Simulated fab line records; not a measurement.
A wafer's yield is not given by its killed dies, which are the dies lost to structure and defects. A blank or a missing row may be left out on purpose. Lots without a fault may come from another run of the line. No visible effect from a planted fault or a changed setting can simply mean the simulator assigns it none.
Which of the tools did it? | flow gf180mcu | 12 lots (36 wafers sampled), 1 step of a 602-step route

WHAT THE GAUGES SHOWED, per wafer
GF_CONTACT_RS_MEAS_25: the measuring method here is four-point-probe.
lot  | measured     | on            | CONTACT_W_RS (ohm/sq)
L075 | day 16 19:35 | film-metro-03 | 0.380 0.378 0.376
L077 | day 17 20:50 | film-metro-01 | 0.384 0.385 0.383
L079 | day 18 18:04 | film-metro-03 | 0.379 0.374 0.374
L082 | day 19 15:07 | film-metro-03 | 0.389 0.392 0.393
L083 | day 19 22:06 | film-metro-02 | 0.386 0.383 0.383
L085 | day 20 18:52 | film-metro-02 | 0.375 0.380 0.376
L087 | day 21 12:38 | film-metro-01 | 0.383 0.380 0.378
L089 | day 22 05:10 | film-metro-03 | 0.385 0.387 0.385
L091 | day 22 22:20 | film-metro-03 | 0.382 0.383 0.384
L093 | day 23 13:49 | film-metro-02 | 0.376 0.374 0.376
L095 | day 24 04:10 | film-metro-01 | 0.387 0.390 0.384
L097 | day 25 03:06 | film-metro-01 | 0.376 0.383 0.384

EACH LOT AND THE TOOL THAT RAN IT (in order: tool; ch and the chambers of the sampled wafers; start)
No process step before these readings appears in the record.

THE ANSWER, worked out from the rows above alone
Rule: the usual values come from the lots themselves. Put in order of their means at a reading, lots are off if they are a third of the lots or fewer, leave a main group of 4 or more, and stand apart from it by a gap of 3 or more times the standard deviation of the main group's means; of several such gaps the widest counts. If all means in a main group match to the digits the tables above print for the reading, that group is not used. A lot without any number at a reading at which 4 lots or more have one is off too. All remaining lots with rows at the step are treated as sound.
None of the lots is off at any reading shown; this tells nothing.

WHAT THE SIMULATOR HAD INSERTED
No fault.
